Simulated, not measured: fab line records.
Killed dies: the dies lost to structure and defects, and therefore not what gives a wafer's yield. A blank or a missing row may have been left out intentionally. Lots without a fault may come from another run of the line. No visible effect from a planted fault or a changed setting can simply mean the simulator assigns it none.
8D (eight disciplines) problem report, filled in by code | flow sky130 | the parts of the form that need people (team, actions taken, sign-off) are left out

1. THE PROBLEM
Mean of killed_at_M4_up at SKY_PAD_OPEN_PROBE_99: 55.5 across 4 wafers in 2 lots; on wafers with no fault it is 3.1 (standard deviation 1.8). Measured from the usual mean, that is +29 standard deviations.
Seen first at day 49 14:32 on prober-02, wafer L523.2. The record has a number at this step for 33 wafers belonging to 12 lots. Rule for "out", or "out of limits": more than 4 standard deviations from the usual mean. Any other wafer with a number is counted as sound.

2. WHAT IT IS; WHAT IT IS NOT
question                    | is                                                                                                   | is not
which readings at this step | killed_at_M4_up, defect limited yield, killed dies, sort_bin_5_function, sort n pass, sort yield pct | killed_at_M0_to_M3, killed at contacts, killed at front end, killed open, killed short, sort_bin_6_memory
which lots                  | L523, L524                                                                                           | L509, L510, L511, L513, L514, L517, L518, L528, L529, L532
which wafers of those lots  | L523.2, L523.4, L523.5, L524.3                                                                       | L524.4, L524.5
read on which tools         | prober-01, prober-02                                                                                 | -
when                        | from day 49 14:32                                                                                    | up to then (20 sound wafers); but 9 sound wafers of L524, L528, L529, L532 came after

3. WHAT RULES OUT EACH SUSPECT
Counting: a tool at a process step up to the reading stays a suspect if it ran every lot that is out. Sound lots after the first of them don't rule it out here, since some wafers of a struck lot are sound.
- rie metal-04 at SKY_METAL4_ETCH_16 (etches BARC in N2/H2, stops on SiO2, time 88.2 s, target depth 60 nm): kept. Every lot that is out went through it, the first being L523 (day 46 03:34); the last sound lot it ran before that was L518 (day 44 12:15).
- rie diel-01 at SKY_VIA4_ETCH_12 (etches SiO2 in C4F8/O2/Ar, stops on TiN, target depth 580 nm): kept. Every lot that is out went through it, the first being L523 (day 47 01:30); the last sound lot it ran before that was L513 (day 44 08:55).
- Within rie metal-04 at SKY_METAL4_ETCH_16: the wafers that are out ran in chamber 0; their sound lot-mates ran in chamber 1.
The count leaves rie diel-01 at SKY_VIA4_ETCH_12 and rie metal-04 at SKY_METAL4_ETCH_16.

4. THE CAUSE (what the simulator had put in)
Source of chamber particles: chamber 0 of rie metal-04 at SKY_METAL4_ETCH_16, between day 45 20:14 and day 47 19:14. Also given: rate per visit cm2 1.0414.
This tool is one of the 2 suspects left after counting.

5. THE EFFECT CHAIN, in route order
One row per reading whose mean, taken over the struck wafers that have a number, lies over 3 standard deviations from the usual. Only readings whose record carries a usual standard deviation are examined. hours: median over the lots of the time between each lot's start at the first step of this table that gives one and its start at this step. sigmas: the change, counted in usual standard deviations.
hours | step                  | reading              | usual  | on struck wafers | change | sigmas
0     | SKY_PAD_OPEN_PROBE_99 | defect limited yield | 82.4 % | 72.5             | -9.9   | -5.5
0     | SKY_PAD_OPEN_PROBE_99 | killed_at_M4_up      | 3.1    | 55.5             | +52.4  | +29
0     | SKY_PAD_OPEN_PROBE_99 | killed dies          | 87     | 136              | +48    | +5.5
0     | SKY_PAD_OPEN_PROBE_99 | sort_bin_3_pad_short | 0.9 %  | 3.0              | +2.1   | +5.5
0     | SKY_PAD_OPEN_PROBE_99 | sort_bin_5_function  | 10.4 % | 17.6             | +7.2   | +4.8
0     | SKY_PAD_OPEN_PROBE_99 | sort n pass          | 405    | 356              | -48    | -5.5
0     | SKY_PAD_OPEN_PROBE_99 | sort yield pct       | 82.4 % | 72.5             | -9.9   | -5.5
The process steps in it:
- SKY_PAD_OPEN_PROBE_99

6. WHAT WOULD HAVE CAUGHT IT SOONER
In this record the first reading out of limits was taken at day 49 14:32, 90 hours after the fault began at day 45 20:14.
No tool reading at SKY_METAL4_ETCH_16 that has a usual standard deviation in the record was out on any struck wafer, so an alarm limit of 4 standard deviations on those readings would not have fired.
Each of the lots that are out, 2 in all, had begun SKY_METAL4_ETCH_16 on rie metal-04 no later than day 49 14:32. Holding the tool at that point would not have protected any of them.
